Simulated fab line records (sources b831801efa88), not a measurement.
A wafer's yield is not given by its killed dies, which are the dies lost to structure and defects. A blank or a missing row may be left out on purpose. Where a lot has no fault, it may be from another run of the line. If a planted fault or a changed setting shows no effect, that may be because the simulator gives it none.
fab line records    flow gf180mcu
record: lots: 24  wafers: 72  last_day: 34
route steps=602 shown M2@363 V3@431 M4@471 V5@542
lots that met no fault: from a run of the same line without faults
start_h: hours from the record's first day to the start of the lot's first wafer shown    wait_h: hours since the lot's step before    " repeats the value in the row above    L1.1+2: a row that stands for several wafers    - no value present, or no start provided    * or withheld: withheld    < > ~ a bound
route shown NAME@n: names a module that has steps shown in the file, with the first one's number in the route    usual: average and standard deviation across the fault-free wafers    same: alike in all rows    chamber/n: place in a boat    sites: per-site readings    _std_site: standard deviation across them    _edge_site: inner sites' mean taken away from outer sites' mean    radius_mm: how far each site lies from the wafer's centre    mask NAME#n: copy n    behind: the last tool/chamber to shape the wafer    hold: why the lot was held/for how many hours/how that ended    device: names the non-switching transistor (n, p or np)    end of line: the tests these same wafers got at the end of their route    a step given without rows: its recipe and nothing more    killed: at the first sort, the dies lost to defects and structure; wafer yield is something else    map: dies across one wafer; x = killed, . = not, _ = none there
set.NAME: the setting the step ran with; set.NAME@STEP: the setting that earlier step ran with    model.NAME: the simulator's own value behind a step, which no gauge read
steps of the route over a sample of lots; a table a step, a row a wafer
services: a tool's chamber out of use, with start hour (start_h, from the record's first day; less than 0 if before it), hours out, and reason
== steps ==
step: GF_M2_SPUTTER_01
recipe: material: TiN  target_thk_nm: 30  power_w: 6500  time_s: 25  chamber_pressure_pa: 0.4
usual: throttle_valve_pct: 30.3/1.6
lot.wafer  tool            chamber  start_h  wait_h  throttle_valve_pct
L074.1     pvd_sputter-03  -        414.27   0.1     33.2
L074.2     "               -        "        "       30.7
L074.3     "               -        "        "       30.9
L075.1     pvd_sputter-04  -        424.10   0.1     32.1
L075.5     "               -        "        "       31.5
L075.6     "               -        "        "       28.9
L076.1     pvd_sputter-03  -        430.32   0.1     30.6
L076.3     "               -        "        "       28.6
L076.6     "               -        "        "       33.3
L077.2     pvd_sputter-02  -        447.02   0.1     30.6
L077.3     "               -        "        "       28.7
L077.4     "               -        "        "       29.8
L078.1     pvd_sputter-04  -        451.86   0.1     32.0
L078.4     "               -        "        "       31.5
L078.5     "               -        "        "       31.6
L079.2     pvd_sputter-03  -        464.15   0.1     33.0
L079.4     "               -        "        "       30.8
L079.5     "               -        "        "       30.8
L080.1     pvd_sputter-04  -        471.54   0.1     31.3
L080.5     "               -        "        "       28.1
L080.6     "               -        "        "       29.0
L081.2     pvd_sputter-03  -        479.40   0.1     33.3
L081.3     "               -        "        "       30.6
L081.4     "               -        "        "       28.6
L082.1     pvd_sputter-03  -        486.60   0.1     28.6
L082.3     "               -        "        "       30.7
L082.6     "               -        "        "       32.9
L083.2     pvd_sputter-03  -        492.74   0.1     28.7
L083.5     "               -        "        "       30.4
L083.6     "               -        "        "       33.0
L084.1     pvd_sputter-03  -        508.13   0.1     30.7
L084.4     "               -        "        "       30.5
L084.6     "               -        "        "       28.8
L085.1     pvd_sputter-02  -        520.81   0.1     30.5
L085.5     "               -        "        "       28.0
L085.6     "               -        "        "       29.7
L086.2     pvd_sputter-03  -        522.11   0.1     29.0
L086.4     "               -        "        "       30.8
L086.5     "               -        "        "       30.6
L087.2     pvd_sputter-03  -        530.16   0.1     30.9
L087.5     "               -        "        "       28.8
L087.6     "               -        "        "       30.6
L088.1     pvd_sputter-03  -        535.11   0.1     33.2
L088.3     "               -        "        "       28.8
L088.5     "               -        "        "       33.1
L089.1     pvd_sputter-03  -        543.61   0.1     30.6
L089.5     "               -        "        "       30.9
L089.6     "               -        "        "       28.9
L090.2     pvd_sputter-04  -        553.37   0.1     32.2
L090.4     "               -        "        "       28.1
L090.6     "               -        "        "       28.2
L091.1     pvd_sputter-02  -        560.65   0.1     27.9
L091.2     "               -        "        "       28.9
L091.3     "               -        "        "       30.5
L092.2     pvd_sputter-04  -        567.96   0.1     32.0
L092.4     "               -        "        "       29.0
L092.6     "               -        "        "       29.1
L093.2     pvd_sputter-02  -        575.46   0.1     29.5
L093.3     "               -        "        "       30.4
L093.6     "               -        "        "       28.0
L094.2     pvd_sputter-04  -        584.60   0.1     31.4
L094.4     "               -        "        "       32.1
L094.5     "               -        "        "       28.7
L095.1     pvd_sputter-03  -        596.87   0.1     33.1
L095.3     "               -        "        "       31.2
L095.6     "               -        "        "       30.7
L096.1     pvd_sputter-02  -        598.94   0.1     28.9
L096.2     "               -        "        "       29.9
L096.4     "               -        "        "       30.5
L097.1     pvd_sputter-03  -        605.46   0.1     28.8
L097.2     "               -        "        "       32.7
L097.6     "               -        "        "       31.2
step: GF_M2_RS_MEAS_05
recipe: thk_meas_gauge: four-point-probe  reads: TiN_of_M2_SPUTTER_04+Ti_of_M2_SPUTTER_03+AlCu_of_M2_SPUTTER_02+TiN_of_M2_SPUTTER_01+Ti_of_M2_SPUTTER_00
usual: M2_ALCU_RS: 0.0698/0.00087
lot.wafer  tool           chamber  start_h  wait_h  M2_ALCU_RS[ohm/sq]
L074.1     film_metro-03  -        414.39   0.0     0.0695
L074.2     "              -        "        "       0.0718
L074.3     "              -        "        "       0.0704
L075.1     film_metro-03  -        424.22   0.0     0.0702
L075.5     "              -        "        "       0.0698
L075.6     "              -        "        "       0.0705
L076.1     film_metro-02  -        430.44   0.0     0.0715
L076.3     "              -        "        "       0.0705
L076.6     "              -        "        "       0.0702
L077.2     film_metro-01  -        447.16   0.0     0.0698
L077.3     "              -        "        "       0.0691
L077.4     "              -        "        "       0.0703
L078.1     film_metro-02  -        451.98   0.0     0.0685
L078.4     "              -        "        "       0.0693
L078.5     "              -        "        "       0.0685
L079.2     film_metro-02  -        464.29   0.0     0.0691
L079.4     "              -        "        "       0.0693
L079.5     "              -        "        "       0.0705
L080.1     film_metro-01  -        471.66   0.0     0.0694
L080.5     "              -        "        "       0.0700
L080.6     "              -        "        "       0.0694
L081.2     film_metro-03  -        479.54   0.0     0.0696
L081.3     "              -        "        "       0.0697
L081.4     "              -        "        "       0.0698
L082.1     film_metro-01  -        486.72   0.0     0.0702
L082.3     "              -        "        "       0.0703
L082.6     "              -        "        "       0.0700
L083.2     film_metro-03  -        492.88   0.0     0.0699
L083.5     "              -        "        "       0.0715
L083.6     "              -        "        "       0.0695
L084.1     film_metro-03  -        508.25   0.0     0.0687
L084.4     "              -        "        "       0.0703
L084.6     "              -        "        "       0.0685
L085.1     film_metro-01  -        520.94   0.0     0.0702
L085.5     "              -        "        "       0.0681
L085.6     "              -        "        "       0.0699
L086.2     film_metro-01  -        522.25   0.0     0.0699
L086.4     "              -        "        "       0.0703
L086.5     "              -        "        "       0.0701
L087.2     film_metro-03  -        530.30   0.0     0.0695
L087.5     "              -        "        "       0.0699
L087.6     "              -        "        "       0.0695
L088.1     film_metro-03  -        535.23   0.0     0.0699
L088.3     "              -        "        "       0.0696
L088.5     "              -        "        "       0.0694
L089.1     film_metro-02  -        543.73   0.0     0.0704
L089.5     "              -        "        "       0.0700
L089.6     "              -        "        "       0.0699
L090.2     film_metro-01  -        553.51   0.0     0.0701
L090.4     "              -        "        "       0.0700
L090.6     "              -        "        "       0.0699
L091.1     film_metro-02  -        560.77   0.0     0.0677
L091.2     "              -        "        "       0.0679
L091.3     "              -        "        "       0.0692
L092.2     film_metro-01  -        568.10   0.0     0.0700
L092.4     "              -        "        "       0.0707
L092.6     "              -        "        "       0.0705
L093.2     film_metro-03  -        575.60   0.0     0.0703
L093.3     "              -        "        "       0.0685
L093.6     "              -        "        "       0.0679
L094.2     film_metro-03  -        584.74   0.0     0.0703
L094.4     "              -        "        "       0.0690
L094.5     "              -        "        "       0.0702
L095.1     film_metro-02  -        596.99   0.0     0.0694
L095.3     "              -        "        "       0.0703
L095.6     "              -        "        "       0.0710
L096.1     film_metro-01  -        599.06   0.0     0.0687
L096.2     "              -        "        "       0.0713
L096.4     "              -        "        "       0.0698
L097.1     film_metro-03  -        605.58   0.0     0.0690
L097.2     "              -        "        "       0.0694
L097.6     "              -        "        "       0.0697
step: GF_V3_CVD_02
recipe: material: SiO2  target_thk_nm: 850  precursor: TEOS  temp_c: 400  time_s: 94.851  rf_w: 600
usual: heater_power_w: 631/93
lot.wafer  tool      chamber  start_h  wait_h  heater_power_w
L074.1     pecvd-03  0        491.40   0.1     882
L074.2     "         1        "        "       705
L074.3     "         2        "        "       576
L075.1     pecvd-03  0        501.85   0.1     870
L075.5     "         2        "        "       644
L075.6     "         0        "        "       696
L076.1     pecvd-02  2        506.58   0.1     570
L076.3     "         1        "        "       586
L076.6     "         0        "        "       777
L077.2     pecvd-01  0        521.10   0.0     596
L077.3     "         1        "        "       682
L077.4     "         2        "        "       452
L078.1     pecvd-02  2        527.70   0.1     607
L078.4     "         0        "        "       770
L078.5     "         2        "        "       459
L079.2     pecvd-01  0        538.65   0.0     593
L079.4     "         2        "        "       544
L079.5     "         1        "        "       699
L080.1     pecvd-01  0        543.72   0.1     601
L080.5     "         2        "        "       586
L080.6     "         1        "        "       617
L081.2     pecvd-03  1        552.08   0.0     645
L081.3     "         0        "        "       757
L081.4     "         2        "        "       604
L082.1     pecvd-01  1        557.46   0.1     723
L082.3     "         2        "        "       530
L082.6     "         1        "        "       739
L083.2     pecvd-03  0        564.35   0.0     744
L083.5     "         1        "        "       675
L083.6     "         2        "        "       630
L084.1     pecvd-01  2        578.37   0.1     562
L084.4     "         2        "        "       476
L084.6     "         1        "        "       663
L085.1     pecvd-01  1        592.00   0.1     720
L085.5     "         2        "        "       549
L085.6     "         0        "        "       620
L086.2     pecvd-01  2        592.60   0.0     488
L086.4     "         2        "        "       543
L086.5     "         0        "        "       627
L087.2     pecvd-01  1        599.34   0.0     697
L087.5     "         1        "        "       746
L087.6     "         2        "        "       454
L088.1     pecvd-03  0        604.45   0.1     737
L088.3     "         1        "        "       675
L088.5     "         0        "        "       806
L089.1     pecvd-01  0        610.19   0.1     583
L089.5     "         1        "        "       706
L089.6     "         2        "        "       555
L090.2     pecvd-01  0        622.55   0.0     641
L090.4     "         1        "        "       600
L090.6     "         2        "        "       457
L091.1     pecvd-02  2        627.55   0.1     601
L091.2     "         1        "        "       617
L091.3     "         0        "        "       781
L092.2     pecvd-03  1        633.83   0.0     708
L092.4     "         1        "        "       555
L092.6     "         2        "        "       607
L093.2     pecvd-02  1        641.74   0.0     536
L093.3     "         1        "        "       590
L093.6     "         1        "        "       606
L094.2     pecvd-02  2        650.15   0.0     502
L094.4     "         2        "        "       559
L094.5     "         1        "        "       573
L095.1     pecvd-01  2        661.89   0.1     481
L095.3     "         0        "        "       572
L095.6     "         0        "        "       618
L096.1     pecvd-02  0        663.49   0.1     773
L096.2     "         2        "        "       600
L096.4     "         0        "        "       637
L097.1     pecvd-01  0        668.99   0.1     624
L097.2     "         2        "        "       481
L097.6     "         2        "        "       537
step: GF_V3_ETCH_17
recipe: chemistry: C4F8/O2/Ar  mask_material: KrF  target: SiO2  stop_on: TiN  source_w: 1500  bias_w: 1200  pressure_mtorr: 40  c4f8_flow_sccm: withheld  O2_flow_sccm: 6  Ar_flow_sccm: 300  time_s: withheld  target_depth_a: 6350
usual: oes_product_au: 0.855/0.0042
lot.wafer  tool         chamber  start_h  wait_h  oes_product_au
L074.1     rie_diel-04  2        -        -       0.853
L074.2     "            0        "        "       0.846
L074.3     "            1        "        "       0.852
L075.1     rie_diel-03  1        -        -       0.859
L075.5     "            2        "        "       0.855
L075.6     "            3        "        "       0.855
L076.1     rie_diel-03  1        -        -       0.855
L076.3     "            3        "        "       0.856
L076.6     "            0        "        "       0.863
L077.2     rie_diel-03  0        -        -       0.857
L077.3     "            3        "        "       0.855
L077.4     "            1        "        "       0.853
L078.1     rie_diel-02  3        -        -       0.854
L078.4     "            2        "        "       0.853
L078.5     "            1        "        "       0.855
L079.2     rie_diel-03  2        -        -       0.848
L079.4     "            1        "        "       0.856
L079.5     "            2        "        "       0.855
L080.1     rie_diel-04  1        -        -       0.859
L080.5     "            0        "        "       0.857
L080.6     "            2        "        "       0.857
L081.2     rie_diel-04  3        -        -       0.855
L081.3     "            0        "        "       0.856
L081.4     "            2        "        "       0.854
L082.1     rie_diel-02  2        -        -       0.861
L082.3     "            1        "        "       0.852
L082.6     "            0        "        "       0.853
L083.2     rie_diel-04  0        -        -       0.856
L083.5     "            3        "        "       0.864
L083.6     "            2        "        "       0.851
L084.1     rie_diel-03  0        -        -       0.854
L084.4     "            2        "        "       0.858
L084.6     "            2        "        "       0.856
L085.1     rie_diel-03  2        -        -       0.862
L085.5     "            0        "        "       0.853
L085.6     "            3        "        "       0.856
L086.2     rie_diel-02  2        -        -       0.850
L086.4     "            0        "        "       0.858
L086.5     "            2        "        "       0.858
L087.2     rie_diel-04  2        -        -       0.856
L087.5     "            0        "        "       0.860
L087.6     "            2        "        "       0.857
L088.1     rie_diel-03  0        -        -       0.859
L088.3     "            1        "        "       0.849
L088.5     "            0        "        "       0.856
L089.1     rie_diel-04  3        -        -       0.853
L089.5     "            0        "        "       0.854
L089.6     "            1        "        "       0.866
L090.2     rie_diel-03  1        -        -       0.857
L090.4     "            0        "        "       0.849
L090.6     "            3        "        "       0.850
L091.1     rie_diel-02  2        -        -       0.851
L091.2     "            3        "        "       0.857
L091.3     "            1        "        "       0.860
L092.2     rie_diel-04  0        -        -       0.849
L092.4     "            2        "        "       0.854
L092.6     "            1        "        "       0.855
L093.2     rie_diel-02  2        -        -       0.854
L093.3     "            1        "        "       0.858
L093.6     "            0        "        "       0.863
L094.2     rie_diel-02  1        -        -       0.865
L094.4     "            0        "        "       0.857
L094.5     "            0        "        "       0.853
L095.1     rie_diel-02  3        -        -       0.849
L095.3     "            2        "        "       0.860
L095.6     "            3        "        "       0.857
L096.1     rie_diel-03  1        -        -       0.855
L096.2     "            2        "        "       0.848
L096.4     "            3        "        "       0.855
L097.1     rie_diel-03  1        -        -       0.849
L097.2     "            3        "        "       0.850
L097.6     "            3        "        "       0.855
step: GF_M4_OVL_MEAS_15
usual: M4_OVL: 1/5.7
lot.wafer  tool        chamber  start_h  wait_h  M4_OVL[nm]
L074.1     overlay-02  -        539.46   0.1     2
L074.2     "           -        "        "       -2
L074.3     "           -        "        "       -3
L075.1     overlay-01  -        549.18   0.1     0
L075.5     "           -        "        "       -2
L075.6     "           -        "        "       -7
L076.1     overlay-02  -        552.86   0.1     -3
L076.3     "           -        "        "       -9
L076.6     "           -        "        "       1
L077.2     overlay-01  -        568.62   0.1     -4
L077.3     "           -        "        "       7
L077.4     "           -        "        "       -2
L078.1     overlay-02  -        574.61   0.1     3
L078.4     "           -        "        "       0
L078.5     "           -        "        "       6
L079.2     overlay-02  -        584.39   0.1     3
L079.4     "           -        "        "       -8
L079.5     "           -        "        "       1
L080.1     overlay-02  -        588.46   0.1     -9
L080.5     "           -        "        "       -7
L080.6     "           -        "        "       0
L081.2     overlay-01  -        597.82   0.1     15
L081.3     "           -        "        "       13
L081.4     "           -        "        "       6
L082.1     overlay-02  -        601.76   0.1     1
L082.3     "           -        "        "       4
L082.6     "           -        "        "       -1
L083.2     overlay-02  -        608.59   0.1     5
L083.5     "           -        "        "       10
L083.6     "           -        "        "       9
L084.1     overlay-02  -        622.56   0.1     -1
L084.4     "           -        "        "       -6
L084.6     "           -        "        "       -4
L085.1     overlay-01  -        635.41   0.1     9
L085.5     "           -        "        "       12
L085.6     "           -        "        "       7
L086.2     overlay-01  -        635.73   0.1     5
L086.4     "           -        "        "       8
L086.5     "           -        "        "       10
L087.2     overlay-01  -        642.87   0.1     2
L087.5     "           -        "        "       1
L087.6     "           -        "        "       -2
L088.1     overlay-01  -        646.16   0.1     -7
L088.3     "           -        "        "       1
L088.5     "           -        "        "       -7
L089.1     overlay-01  -        653.11   0.1     -4
L089.5     "           -        "        "       -1
L089.6     "           -        "        "       -1
L090.2     overlay-02  -        664.63   0.1     3
L090.4     "           -        "        "       2
L090.6     "           -        "        "       4
L091.1     overlay-01  -        668.51   0.1     0
L091.2     "           -        "        "       9
L091.3     "           -        "        "       4
L092.2     overlay-02  -        674.58   0.1     2
L092.4     "           -        "        "       3
L092.6     "           -        "        "       6
L093.2     overlay-01  -        682.40   0.1     -3
L093.3     "           -        "        "       0
L093.6     "           -        "        "       -3
L094.2     overlay-02  -        690.28   0.1     1
L094.4     "           -        "        "       1
L094.5     "           -        "        "       -4
L095.1     overlay-01  -        702.36   0.1     7
L095.3     "           -        "        "       8
L095.6     "           -        "        "       4
L096.1     overlay-01  -        703.23   0.1     -3
L096.2     "           -        "        "       -7
L096.4     "           -        "        "       -12
L097.1     overlay-01  -        709.21   0.1     -8
L097.2     "           -        "        "       4
L097.6     "           -        "        "       7
step: GF_V5_CVD_02
recipe: material: SiO2  target_thk_nm: 1450  precursor: TEOS  temp_c: 400  time_s: 163.28  rf_w: 600
usual: heater_power_w: 609/83
lot.wafer  tool      chamber  start_h  wait_h  heater_power_w
L074.1     pecvd-04  1        609.33   0.1     641
L074.2     "         0        "        "       668
L074.3     "         2        "        "       615
L075.1     pecvd-01  1        618.02   0.1     679
L075.5     "         0        "        "       521
L075.6     "         1        "        "       718
L076.1     pecvd-03  2        620.59   0.1     540
L076.3     "         1        "        "       579
L076.6     "         0        "        "       840
L077.2     pecvd-01  1        635.99   0.0     626
L077.3     "         0        "        "       540
L077.4     "         1        "        "       713
L078.1     pecvd-04  0        641.91   0.1     552
L078.4     "         1        "        "       512
L078.5     "         2        "        "       507
L079.2     pecvd-04  1        651.27   0.0     566
L079.4     "         1        "        "       630
L079.5     "         0        "        "       646
L080.1     pecvd-04  1        652.59   0.1     636
L080.5     "         1        "        "       511
L080.6     "         2        "        "       518
L081.2     pecvd-03  2        663.83   0.0     634
L081.3     "         0        "        "       844
L081.4     "         2        "        "       517
L082.1     pecvd-01  0        666.67   0.1     642
L082.3     "         1        "        "       735
L082.6     "         2        "        "       587
L083.2     pecvd-03  0        670.64   0.0     818
L083.5     "         1        "        "       705
L083.6     "         0        "        "       866
L084.1     pecvd-01  1        686.97   0.1     763
L084.4     "         0        "        "       533
L084.6     "         1        "        "       597
L085.1     pecvd-04  0        698.19   0.1     639
L085.5     "         0        "        "       541
L085.6     "         2        "        "       511
L086.2     pecvd-01  0        699.14   0.0     528
L086.4     "         1        "        "       585
L086.5     "         2        "        "       576
L087.2     pecvd-04  0        704.50   0.0     620
L087.5     "         2        "        "       642
L087.6     "         0        "        "       532
L088.1     pecvd-04  1        708.34   0.1     639
L088.3     "         0        "        "       647
L088.5     "         2        "        "       509
L089.1     pecvd-01  1        714.02   0.1     636
L089.5     "         0        "        "       654
L089.6     "         2        "        "       598
L090.2     pecvd-04  1        724.67   0.0     576
L090.4     "         2        "        "       606
L090.6     "         1        "        "       625
L091.1     pecvd-04  1        728.95   0.1     640
L091.2     "         2        "        "       564
L091.3     "         0        "        "       651
L092.2     pecvd-01  0        733.57   0.0     542
L092.4     "         1        "        "       764
L092.6     "         0        "        "       621
L093.2     pecvd-01  1        740.89   0.0     738
L093.3     "         2        "        "       523
L093.6     "         2        "        "       557
L094.2     pecvd-04  2        748.02   0.0     634
L094.4     "         0        "        "       651
L094.5     "         2        "        "       500
L095.1     pecvd-01  2        759.14   0.1     563
L095.3     "         1        "        "       728
L095.6     "         0        "        "       644
L096.1     pecvd-04  1        760.12   0.1     650
L096.2     "         0        "        "       662
L096.4     "         1        "        "       512
L097.1     pecvd-03  0        763.99   0.1     833
L097.2     "         2        "        "       646
L097.6     "         2        "        "       608
== services ==
tool            chamber  start_h  hours  kind
pecvd-03        0        416.94   9.8    repair
pecvd-03        2        431.86   18.2   repair
pecvd-03        -        433.24   1.4    repair
pvd_sputter-03  -        446.41   2.7    repair
rie_diel-03     0        459.74   12.5   repair
pecvd-01        2        477.06   10.1   repair
rie_diel-04     2        480.25   7.9    repair
pecvd-03        -        496.94   3.0    repair
pecvd-04        0        501.92   4.7    repair
rie_diel-03     3        515.95   7.2    repair
rie_diel-04     3        547.80   23.8   repair
rie_diel-03     0        551.66   10.7   repair
rie_diel-03     -        553.15   4.0    repair
rie_diel-03     1        554.30   4.4    repair
rie_diel-02     -        565.33   0.5    repair
pecvd-01        0        571.43   11.3   repair
rie_diel-03     -        573.87   15.6   pm
pvd_sputter-03  -        597.82   0.7    repair
pecvd-01        -        605.42   0.8    repair
rie_diel-03     2        655.50   4.9    repair
pecvd-01        -        725.84   6.0    pm
pvd_sputter-03  -        734.65   2.4    repair
pecvd-03        -        754.58   1.3    repair
pecvd-03        1        758.60   5.5    repair
== key ==
fault none
